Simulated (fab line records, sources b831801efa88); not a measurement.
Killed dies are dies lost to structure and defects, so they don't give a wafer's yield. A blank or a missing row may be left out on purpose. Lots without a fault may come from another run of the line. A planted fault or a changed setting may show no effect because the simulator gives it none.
fab line records | flow gf180mcu
record lots=14 wafers=42 last_day=34
route steps=602 shown HV_LDD@195 SAB@274
lots that met no fault: from a run of the same line without faults
start_h: hours from the record's first day to the start of the lot's first wafer shown | wait_h: hours since the lot's step before | " the same as in the row above | L1.1+2: a row that stands for several wafers | - no value, or no start given | * or withheld: withheld | < > ~ a bound
route shown NAME@n: a module of which the file shows steps, and the number in the route of the first | usual: mean/standard deviation of fault-free wafers | same: alike in all rows | chamber/n: place in a boat | sites: the reading at each site | _std_site: their standard deviation | _edge_site: outer sites' mean less inner sites' | radius_mm: how far each site lies from the wafer's centre | mask NAME#n: copy n | behind: the tool/chamber that last shaped the wafer | hold: why the lot was held/for how many hours/how that ended | device: the transistor (n, p or np) that didn't switch | end of line: the same wafers' tests at the end of the route | a step without rows: its recipe alone | killed: dies lost to structure and defects at the first sort, not the wafer's yield | map: a wafer's dies, x killed, . not, _ none there
set.NAME: the setting as run; set.NAME@STEP: as run at that earlier step | model.NAME: the simulator's own value behind a step, which no gauge read
steps of the route over a sample of lots; a table a step, a row a wafer
## steps
# step GF_HV_LDD_CD_MEAS_19
# recipe target_cd_nm=400
# usual cd_nm=399.7/2.5
# columns lot.wafer tool chamber start_h wait_h cd_nm
L361.2 cd_sem-01 - 232.10 0.1 397.5
L361.3 " - " " 395.3
L361.5 " - " " 395.1
L362.1 cd_sem-01 - 238.67 0.1 397.7
L362.2 " - " " 398.5
L362.3 " - " " 399.0
L363.1 cd_sem-01 - 248.38 0.1 396.2
L363.3 " - " " 395.7
L363.4 " - " " 396.3
L364.3 cd_sem-01 - 255.92 0.1 399.4
L364.5 " - " " 399.9
L364.6 " - " " 401.0
L366.2 cd_sem-01 - 267.78 0.1 402.7
L366.3 " - " " 403.1
L366.5 " - " " 404.5
L369.1 cd_sem-01 - 286.59 0.1 401.8
L369.4 " - " " 402.5
L369.5 " - " " 400.7
L370.3 cd_sem-02 - 297.58 0.1 400.1
L370.4 " - " " 399.5
L370.5 " - " " 399.4
L372.3 cd_sem-02 - 310.67 0.1 403.3
L372.4 " - " " 403.8
L372.6 " - " " 402.1
L373.1 cd_sem-02 - 326.29 0.1 400.4
L373.2 " - " " 400.9
L373.3 " - " " 400.1
L375.3 cd_sem-02 - 341.37 0.1 400.8
L375.4 " - " " 402.1
L375.5 " - " " 398.3
L378.1 cd_sem-01 - 387.87 0.1 403.2
L378.2 " - " " 402.1
L378.3 " - " " 404.6
L381.2 cd_sem-01 - 410.60 0.1 399.9
L381.3 " - " " 400.3
L381.4 " - " " 397.9
L383.1 cd_sem-02 - 419.68 0.1 397.9
L383.3 " - " " 398.0
L383.6 " - " " 398.3
L382.2 cd_sem-01 - 421.04 0.1 396.6
L382.3 " - " " 395.4
L382.5 " - " " 397.4
# step GF_HV_LDD_CD_MEAS_31
# recipe target_cd_nm=400
# usual cd_nm=399.0/1.9
# columns lot.wafer tool chamber start_h wait_h cd_nm
L361.2 cd_sem-01 - 251.00 0.1 397.4
L361.3 " - " " 396.8
L361.5 " - " " 395.6
L362.1 cd_sem-01 - 256.89 0.1 397.7
L362.2 " - " " 396.9
L362.3 " - " " 396.0
L363.1 cd_sem-02 - 267.72 0.1 401.4
L363.3 " - " " 399.7
L363.4 " - " " 402.6
L364.3 cd_sem-02 - 275.61 0.1 400.1
L364.5 " - " " 401.3
L364.6 " - " " 399.5
L366.2 cd_sem-01 - 287.14 0.1 402.1
L366.3 " - " " 402.2
L366.5 " - " " 405.3
L369.1 cd_sem-02 - 307.08 0.1 398.2
L369.4 " - " " 399.3
L369.5 " - " " 399.8
L370.3 cd_sem-02 - 317.91 0.1 399.7
L370.4 " - " " 397.6
L370.5 " - " " 398.4
L372.3 cd_sem-02 - 331.26 0.1 401.6
L372.4 " - " " 400.7
L372.6 " - " " 397.7
L373.1 cd_sem-02 - 347.47 0.1 402.1
L373.2 " - " " 397.5
L373.3 " - " " 401.8
L375.3 cd_sem-01 - 363.16 0.1 397.5
L375.4 " - " " 398.7
L375.5 " - " " 399.4
L378.1 cd_sem-02 - 411.18 0.1 399.7
L378.2 " - " " 398.7
L378.3 " - " " 397.7
L381.2 cd_sem-02 - 433.85 0.1 397.0
L381.3 " - " " 397.1
L381.4 " - " " 396.7
L383.1 cd_sem-01 - 443.13 0.1 397.2
L383.3 " - " " 398.6
L383.6 " - " " 400.0
L382.2 cd_sem-01 - 445.19 0.1 394.6
L382.3 " - " " 394.2
L382.5 " - " " 395.9
# step GF_HV_LDD_DEVELOP_45
# recipe develop_time_s=60 dev_temp_c=23
# usual chill_plate_temp_C=23.01/0.099 develop_time_s=60/0
# columns lot.wafer tool chamber start_h wait_h chill_plate_temp_C develop_time_s
L361.2 litho_track-02 0 270.05 0.1 22.84 60
L361.3 " 0 " " 23.06 60
L361.5 " 0 " " 22.89 60
L362.1 litho_track-01 0 276.79 0.1 23.08 60
L362.2 " 0 " " 22.82 60
L362.3 " 0 " " 22.94 60
L363.1 litho_track-02 0 287.63 0.1 23.00 60
L363.3 " 0 " " 22.94 60
L363.4 " 0 " " 22.98 60
L364.3 litho_track-01 0 295.84 0.1 22.89 60
L364.5 " 0 " " 22.96 60
L364.6 " 0 " " 22.99 60
L366.2 litho_track-01 0 307.26 0.1 22.95 60
L366.3 " 0 " " 22.91 60
L366.5 " 0 " " 22.86 60
L369.1 litho_track-02 - 327.28 0.1 - -
L369.4 " - " " - -
L369.5 " - " " - -
L370.3 litho_track-01 - 338.79 0.1 - -
L370.4 " - " " - -
L370.5 " - " " - -
L372.3 litho_track-03 0 352.67 0.1 23.03 60
L372.4 " 0 " " 23.20 60
L372.6 " 0 " " 23.19 60
L373.1 litho_track-02 0 369.38 0.1 22.98 60
L373.2 " 0 " " 23.01 60
L373.3 " 0 " " 23.00 60
L375.3 litho_track-02 0 386.08 0.1 23.27 60
L375.4 " 0 " " 23.18 60
L375.5 " 0 " " 22.94 60
L378.1 litho_track-03 0 434.27 0.1 23.12 60
L378.2 " 0 " " 23.06 60
L378.3 " 0 " " 22.94 60
L381.2 litho_track-01 0 458.46 0.1 22.88 60
L381.3 " 0 " " 23.11 60
L381.4 " 0 " " 23.11 60
L383.1 litho_track-01 0 467.83 0.1 23.07 60
L383.3 " 0 " " 22.96 60
L383.6 " 0 " " 23.08 60
L382.2 litho_track-02 0 469.35 0.1 22.92 60
L382.3 " 0 " " 23.00 60
L382.5 " 0 " " 22.90 60
# step GF_SAB_OVL_MEAS_10
# usual SAB_OVL=1.5/1.3
# columns lot.wafer tool chamber start_h wait_h SAB_OVL[nm]
L361.2 overlay-02 - 336.89 0.1 1.3
L361.3 " - " " 0.8
L361.5 " - " " 2.9
L362.1 overlay-02 - 343.04 0.1 1.0
L362.2 " - " " 1.7
L362.3 " - " " 2.4
L363.1 overlay-02 - 353.54 0.1 0.6
L363.3 " - " " 2.3
L363.4 " - " " 1.7
L364.3 overlay-02 - 362.00 0.1 3.1
L364.5 " - " " 2.3
L364.6 " - " " 4.0
L366.2 overlay-01 - 375.11 0.1 0.4
L366.3 " - " " 2.3
L366.5 " - " " 0.2
L372.3 overlay-01 - 424.77 0.1 -0.7
L372.4 " - " " 0.5
L372.6 " - " " 0.8
L373.1 overlay-02 - 442.29 0.1 3.0
L373.2 " - " " 1.9
L373.3 " - " " 2.1
L375.3 overlay-01 - 459.35 0.1 1.2
L375.4 " - " " 3.5
L375.5 " - " " 2.5
L378.1 overlay-01 - 509.50 0.1 1.9
L378.2 " - " " 2.1
L378.3 " - " " 1.3
L381.2 overlay-01 - 532.11 0.1 2.9
L381.3 " - " " 1.5
L381.4 " - " " 2.1
L383.1 overlay-01 - 541.65 0.1 2.0
L383.3 " - " " 2.8
L383.6 " - " " 2.8
L382.2 overlay-02 - 544.09 0.1 1.2
L382.3 " - " " 0.3
L382.5 " - " " 0.3
## key
first_sign step=GF_HV_LDD_DEVELOP_45 reading=tool_record direction=missing
effect none on later readings
met_at GF_HV_LDD_DEVELOP_45
struck_lots L369,L370
later_rows_left_out L369.1,L369.4,L369.5,L370.3,L370.4,L370.5
sort_left_out L369.1,L369.4,L369.5,L370.3,L370.4,L370.5
tester_left_out L369,L370
not_acting_at GF_HV_LDD_CD_MEAS_19,GF_HV_LDD_CD_MEAS_31,GF_SAB_OVL_MEAS_10
onset_between 307.26 327.28
fault kind=skipped_step_whole tool=litho_track-01,litho_track-02 chamber=- onset_h=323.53 steps=GF_HV_LDD_DEVELOP_45 scope=struck_lots_only
# tester_left_out: of these lots the tester's yield and bins aren't shown, on N5 and GAA mostly nor the transistor test; their killed dies are dies lost to structure and defects alone, not to doping, threshold or leakage, so they don't give the yield
# sort_left_out: the simulated sort isn't trusted on such a fault, so these wafers' sort isn't shown, and their yield isn't known
# later_rows_left_out: the simulator's readings of these wafers behind a module that went badly wrong aren't trusted and aren't shown, but for the sort
